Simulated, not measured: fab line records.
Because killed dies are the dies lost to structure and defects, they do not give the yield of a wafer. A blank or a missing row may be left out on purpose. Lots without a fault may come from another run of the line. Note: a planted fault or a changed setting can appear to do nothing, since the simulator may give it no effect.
A lot that was struck, set against a sound lot	flow gf180mcu	14 out of 602 route steps
Sound: wafers L212.2, L212.5, L212.6. Struck: wafers L220.2, L220.3, L220.4. The cause is given at the end.
Per side, at each step with rows, come the tool, then ch with its chambers, and then its first start. Under that, the readings that differ: sound wafers	struck wafers	difference of the means	sigmas: that difference in standard deviations of wafers without a fault.
alike: readings whose means differ by less than 2 such deviations, and words and numbers that are the same on both sides. not compared: withheld readings, readings that some wafer has no value for, bounds like >300 that may hide the same value, and numbers for which the record gives no deviation and whose values overlap.
Wherever a step has rows on one side only, a row that says differs or no value, or a row with sigmas, the two part there. When numbers do not overlap yet have no deviation, they are printed without sigmas and do not part them. A reading missing from all wafers of one side parts the sides only when that side holds two or more wafers.

GF_V1_CD_MEAS_14: target cd 260 nm.
  struck on cdSem-01, day 23 21:08; sound on cdSem-02, day 21 07:38
  alike: cdNm
GF_V1_OVL_MEAS_15:
  struck on overlay-01, day 23 21:14; sound on overlay-01, day 21 07:45
  alike: V1_OVL
GF_V1_ETCH_16: etches BARC in N2/H2.
  sound on rieDiel-01 ch 0,1, day 21 07:47; struck on rieDiel-02 ch 1,2,3, day 23 21:16
  alike: drypumpMotorCurrentA, oesProductAu, throttleValvePct
GF_V1_ETCH_17: etches SiO2 in C4F8/O2/Ar, stops on TiN, target depth 630 nm.
  sound: rieDiel-01 ch 0,1; struck: rieDiel-02 ch 1,2,3
  alike: oesProductAu
GF_V1_STRIP_18: strips in O2/N2.
  sound on plasmaAsher-01 ch 0,1, day 21 07:55; struck on plasmaAsher-02 ch 0,1, day 23 21:23
reading	sound	struck	difference	sigmas
heaterPowerW (W)	329 332 329	386 349 400	+48	+2
  alike: drypumpMotorCurrentA, oesProductAu
  not compared: rfHoursCounterH
then, 3 steps without rows for these wafers: GF_V1_STRIP_19 (strips in post etch residue remover, time 1200 s); GF_V1_CLEAN_20 (cleans in DIW); GF_V1_SPUTTER_21 (material Ti, target thk 15 nm, time 80.02 s).
GF_V1_SPUTTER_22: material TiN, target thk 10 nm, time 40 s.
  struck on pvdSputter-03, day 23 22:00; sound on pvdSputter-04, day 21 08:32
  alike: throttleValvePct
GF_V1_CVD_23: deposits W, target thk 350 nm, time 105.05 s.
  sound on cvdW-01 ch 0,1, day 21 08:35; struck on cvdW-01 ch 0,1, day 23 22:02
  alike: heaterPowerW, susceptorTempC
GF_V1_RS_MEAS_24: the measuring method here is four-point-probe.
  struck on filmMetro-04, day 23 22:10; sound on filmMetro-02, day 21 08:43
  alike: V1_W_RS
GF_V1_THK_MEAS_25: measures by xrf.
  struck on filmMetro-04, day 23 22:17; sound on filmMetro-02, day 21 08:49
  alike: V1_W_THK
GF_V1_CMP_26: polishes, stops on SiO2, t overpolish 15 s, target thk 0 nm.
  sound on cmp-02 ch 2,3, day 21 08:55; struck on cmp-02 ch 1,2,3, day 23 22:20
  no value came back on the struck wafers for any of 5 readings (edgeZonePressureFrac, headPressurePsi (psi) and others); on the sound wafers edgeZonePressureFrac reads 1.002 1.006 0.999
reading	sound	struck	difference	sigmas
model.W_of_V1_CVD_23.thkNm (nm)	0 0 0	351.3 341.1 353.5	+348.6	
model.SiO2_of_V1_CVD_02.thkNm (nm)	629.3 629.2 630.2	633 633.6 633.7	+4	
-- the record jumps here: 10 days lie between the struck wafers' starts before and after (it left off in module V1 and takes up again in module PASSIVATION, whose first step shown is number 602 of the route) --
GF_PASSIVATION_PROBE_99:
  only the struck wafers here have rows in the record (prober-01, day 33 14:19); the sound ones have none

## WHERE THEY PART
Earliest at GF_V1_STRIP_18; latest, in this record, at GF_PASSIVATION_PROBE_99.

WHY: what the simulator had put in
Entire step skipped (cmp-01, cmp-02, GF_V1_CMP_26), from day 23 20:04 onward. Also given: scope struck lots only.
